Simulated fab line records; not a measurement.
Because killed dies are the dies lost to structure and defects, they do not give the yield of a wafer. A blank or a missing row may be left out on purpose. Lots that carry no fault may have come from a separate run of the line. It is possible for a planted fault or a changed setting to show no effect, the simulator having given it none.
Which tool is to blame?	flow sky130	14 lots (42 wafers sampled), 1 step of a 708-step route

WHAT THE GAUGES READ, wafer by wafer
SKY_VT_ADJUST_LVTN_OVL_MEAS_18. Usual: VT_ADJUST_LVTN_01_OVL 0.1 nm, standard deviation 1.4.
lot	measured	on	VT_ADJUST_LVTN_01_OVL (nm)	flag
L593	day 7 19:05	overlay-01	-1.5 -0.7 -0.9	
L594	day 8 01:23	overlay-01	-1.5 -2.2 -1.2	
L595	day 8 08:02	overlay-02	1.1 1.4 0.7	
L596	day 8 16:17	overlay-02	2.1 1.9 1.3	
L597	day 9 00:03	overlay-01	-3.1 -1.6 -1.3	
L598	day 9 02:47	overlay-01	-0.2 -0.3 -0.2	
L605	day 11 05:08	overlay-02	2.0 2.5 1.6	
L606	day 11 20:50	overlay-02	0.0 -0.2 0.2	
L607	day 12 02:35	overlay-01	-1.5 -2.1 -1.5	
L609	day 12 08:53	overlay-02	1.5 -0.7 0.8	
L612	day 13 08:06	overlay-02	1.1 -0.2 1.5	
L613	day 13 12:39	overlay-01	0.6 1.5 2.3	
L615	day 14 00:02	overlay-01	-0.1 0.2 0.5	
L616	day 14 06:50	overlay-01	-0.1 1.6 -1.9	

WHICH TOOL RAN EACH LOT (tool, then ch and the chambers of the sampled wafers, then the start)
The record holds no process step before these readings.

WHAT THE TOOLS THEMSELVES READ (means of the sampled wafers that have a number; where no wafer has one, the mark that the record gives instead)
The record holds no such reading with a usual standard deviation.

THE ANSWER, worked out from the rows above alone
Rule: lot off if the mean of its wafers having a number is beyond 3 standard deviations from the usual mean. Also off: a lot with no number at a reading for which 4 or more lots have one. Where the step has rows for the other lots, those lots are counted as sound. The gauges are gone through in route order, then the tools' own readings, and for those a lot's mean is taken as printed above. The first step at which some lot is off is used, and at that step the reading that is off furthest; a lot without a number counts as furthest.
None of the lots is off at any reading shown; this tells nothing.

WHAT WAS PUT IN BY THE SIMULATOR
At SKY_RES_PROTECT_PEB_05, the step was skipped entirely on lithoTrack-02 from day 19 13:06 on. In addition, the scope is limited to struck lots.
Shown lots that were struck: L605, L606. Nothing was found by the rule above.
